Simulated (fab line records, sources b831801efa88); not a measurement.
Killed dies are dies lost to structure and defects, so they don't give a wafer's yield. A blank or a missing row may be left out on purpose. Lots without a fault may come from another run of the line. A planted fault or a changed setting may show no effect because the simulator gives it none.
Which tool did it? | flow sky130 | 12 lots, 36 wafers sampled, at 2 steps of a route of 708

WHAT THE GAUGES READ, wafer by wafer
SKY_SONOS_TUNNEL_TW_MEAS_12.
lot  | measured     | on            | SONOS_TUNNEL_TW
L847 | day 11 04:04 | film_metro-02 | 200.0 199.2 198.9
L848 | day 11 15:44 | film_metro-01 | 197.8 196.5 196.4
L849 | day 11 21:56 | film_metro-04 | 198.1 197.9 198.5
L850 | day 12 05:44 | film_metro-04 | 198.9 199.0 199.1
L852 | day 12 22:08 | film_metro-01 | 195.1 194.7 196.5
L856 | day 14 00:10 | film_metro-02 | 198.9 197.9 198.6
L860 | day 15 12:47 | film_metro-02 | 198.9 198.6 197.2
L862 | day 16 15:18 | film_metro-01 | 190.0 191.5 189.0
L865 | day 17 04:14 | film_metro-02 | 191.5 190.5 190.6
L866 | day 17 21:30 | film_metro-04 | 198.2 197.4 196.8
L867 | day 18 05:52 | film_metro-02 | 197.5 197.6 197.9
L870 | day 18 23:31 | film_metro-04 | 197.0 197.0 198.1

WHICH TOOL RAN EACH LOT (tool, then ch and the chambers of the sampled wafers, then the start)
lot  | SKY_SONOS_TUNNEL_IMPLANT_09
L847 | implanter-01 ch 0, day 11 03:38
L848 | implanter-01 ch 0, day 11 15:19
L849 | implanter-01 ch 0, day 11 21:31
L850 | implanter-01 ch 0, day 12 05:19
L852 | implanter-01 ch 0, day 12 21:44
L856 | implanter-01 ch 0, day 13 23:43
L860 | implanter-01 ch 0, day 15 12:22
L862 | implanter-04 ch 0, day 16 14:55
L865 | implanter-04 ch 0, day 17 03:49
L866 | implanter-02 ch 0, day 17 21:05
L867 | implanter-02 ch 0, day 18 05:31
L870 | implanter-02 ch 0, day 18 23:07
- SKY_SONOS_TUNNEL_IMPLANT_09

WHAT THE TOOLS THEMSELVES READ (means of the sampled wafers that have a number; where no wafer has one, the mark that the record gives instead)
SKY_SONOS_TUNNEL_IMPLANT_09.
lot  | tool         | dose_ions_cm2 | faraday_current_uA
L847 | implanter-01 | 1.0007e+12    | 5.78
L848 | implanter-01 | 9.9957e+11    | 5.75
L849 | implanter-01 | 9.9947e+11    | 5.74
L850 | implanter-01 | 1.0005e+12    | 5.60
L852 | implanter-01 | 9.9813e+11    | 5.55
L856 | implanter-01 | 1.0014e+12    | 5.69
L860 | implanter-01 | 1.0000e+12    | 5.66
L862 | implanter-04 | 8.8150e+11    | 4.95
L865 | implanter-04 | 8.7977e+11    | 5.00
L866 | implanter-02 | 9.9960e+11    | 5.60
L867 | implanter-02 | 9.9960e+11    | 5.64
L870 | implanter-02 | 1.0001e+12    | 5.76

THE ANSWER, worked out from the rows above alone
Rule: what is usual is taken from the lots themselves. Put in order of their means at a reading, lots are off if they are a third of the lots or fewer, leave a main group of 4 or more, and stand apart from it by a gap of 3 or more times the standard deviation of the main group's means; of several such gaps the widest counts. A main group whose means are all the same, to the digits that the tables above print for the reading, isn't used. A lot without any number at a reading at which 4 lots or more have one is off too. The other lots that the step has rows for count as sound. The gauges are gone through in route order, then the tools' own readings, and for those a lot's mean is taken as printed above. The first step at which some lot is off is used, and at that step the reading that is off furthest; a lot without a number counts as furthest.
Off: L862, L865, at SKY_SONOS_TUNNEL_TW_MEAS_12 (SONOS_TUNNEL_TW). The main group: mean 197.8, standard deviation 1.1.
A tool fits if, at a process step before that reading, it ran every lot that is off, and no sound lot after the first of them. The gauges at SKY_SONOS_TUNNEL_TW_MEAS_12 aren't tried: what is off there is off at SKY_SONOS_TUNNEL_IMPLANT_09 too, on other tools, and a gauge's error can't cause that. One fits: implanter-04 at SKY_SONOS_TUNNEL_IMPLANT_09. It ran no sound lot before its first lot that is off in this sample, so the start can't be narrowed down.
The tool's own readings at SKY_SONOS_TUNNEL_IMPLANT_09 bear it out: on the lots that are off they differ by more than 5 times the standard deviation of the sound lots' means. dose_ions_cm2 reads 8.8064e+11 there against 9.9991e+11 on the sound lots; faraday_current_uA reads 4.97 there against 5.68 on the sound lots.

WHAT THE SIMULATOR HAD PUT IN
Process parameter drift: implanter-04, from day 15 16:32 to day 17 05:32, at SKY_SONOS_TUNNEL_IMPLANT_09. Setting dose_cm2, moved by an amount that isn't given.
Lots struck among those shown: L862, L865. The rule above found the same.
